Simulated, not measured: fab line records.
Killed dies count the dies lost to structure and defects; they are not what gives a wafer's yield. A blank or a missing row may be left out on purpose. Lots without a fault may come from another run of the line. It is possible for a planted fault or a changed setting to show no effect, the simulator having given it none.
Commonality check across tools ; flow gf180mcu ; Sample size 14 lots and 51 wafers

== WHY THIS WAS OPENED ==
Of 14 lots, 3 have the reading HV_LDD_TW flagged at GF_HV_LDD_TW_MEAS_11. Fault-free wafers read 2420, with a standard deviation of 21.
Rule: a lot is flagged in two cases, either no wafer of it has a number, or all its wafers with numbers fall more than 4 standard deviations from that mean. The rest of the lots are taken to be sound.

lot;measured;on;HV_LDD_TW, wafer by wafer;flag
L640;day 10 00:59;film-metro-03;2419 2418 2418;
L641;day 10 08:16;film-metro-03;2436 2425 2447;
L642;day 10 14:22;film-metro-02;2365 2386 2392;
L643;day 11 00:37;film-metro-03;2443 2425 2428;
L644;day 11 07:44;film-metro-03;2444 2431 2442;
L645;day 11 13:53;film-metro-01;2447 2447 2435;
L646;day 11 18:42;film-metro-03;2432 2441 2427;
L647;day 12 01:37;film-metro-02;2389 2392 2384;
L648;day 12 11:34;film-metro-02;2375 2386 2393;
L649;day 12 17:05;film-metro-03;2438 2443 2442;
L650;day 13 05:10;film-metro-02;2407 2405 2402;
L656;day 15 09:25;film-metro-02;1870 1880 1867 1878 1878 1870;FLAGGED
L658;day 15 21:41;film-metro-03;1903 1907 1899 1904 1899 1900;FLAGGED
L657;day 15 23:34;film-metro-03;1906 1906 1905 1900 1909 1902;FLAGGED
On average the flagged lots' numbers are 1894, which is -526 against the usual, or -25 standard deviations.

== LOT BY LOT: THE TOOL USED ==
The record holds 1 process step before the reading, out of a route of 602 steps. Cell contents, in order: the tool; ch with the chambers the sampled wafers went through; the start.
lot;flag;GF_HV_LDD_IMPLANT_09
L640;;implanter-03 ch 0, day 10 00:46
L641;;implanter-03 ch 0, day 10 08:01
L642;;implanter-03 ch 0, day 10 14:07
L643;;implanter-03 ch 0, day 11 00:23
L644;;implanter-02 ch 0, day 11 07:29
L645;;implanter-03 ch 0, day 11 13:38
L646;;implanter-03 ch 0, day 11 18:28
L647;;implanter-03 ch 0, day 12 01:22
L648;;implanter-02 ch 0, day 12 11:19
L649;;implanter-02 ch 0, day 12 16:52
L650;;implanter-03 ch 0, day 13 04:55
L656;FLAGGED;implanter-03 ch 0, day 15 09:10
L658;FLAGGED;implanter-03 ch 0, day 15 21:26
L657;FLAGGED;implanter-02 ch 0, day 15 23:20
What these steps do:
- GF_HV_LDD_IMPLANT_09
- GF_HV_LDD_TW_MEAS_11

== FLAGGED OVER TOTAL, TOOL BY TOOL (the gauges that took the reading come last) ==
step;tool;lots run;flagged;share of the flagged lots;sound lots run after its first flagged lot
GF_HV_LDD_IMPLANT_09;implanter-02;4;1;some;0
GF_HV_LDD_IMPLANT_09;implanter-03;10;2;some;0
GF_HV_LDD_TW_MEAS_11;film-metro-01;1;0;none;-
GF_HV_LDD_TW_MEAS_11;film-metro-02;5;1;some;0
GF_HV_LDD_TW_MEAS_11;film-metro-03;8;2;some;0

== THE TABLE: WHAT IT ALLOWS ==
No row of the table ran every flagged lot.

== WHAT WAS PUT IN BY THE SIMULATOR ==
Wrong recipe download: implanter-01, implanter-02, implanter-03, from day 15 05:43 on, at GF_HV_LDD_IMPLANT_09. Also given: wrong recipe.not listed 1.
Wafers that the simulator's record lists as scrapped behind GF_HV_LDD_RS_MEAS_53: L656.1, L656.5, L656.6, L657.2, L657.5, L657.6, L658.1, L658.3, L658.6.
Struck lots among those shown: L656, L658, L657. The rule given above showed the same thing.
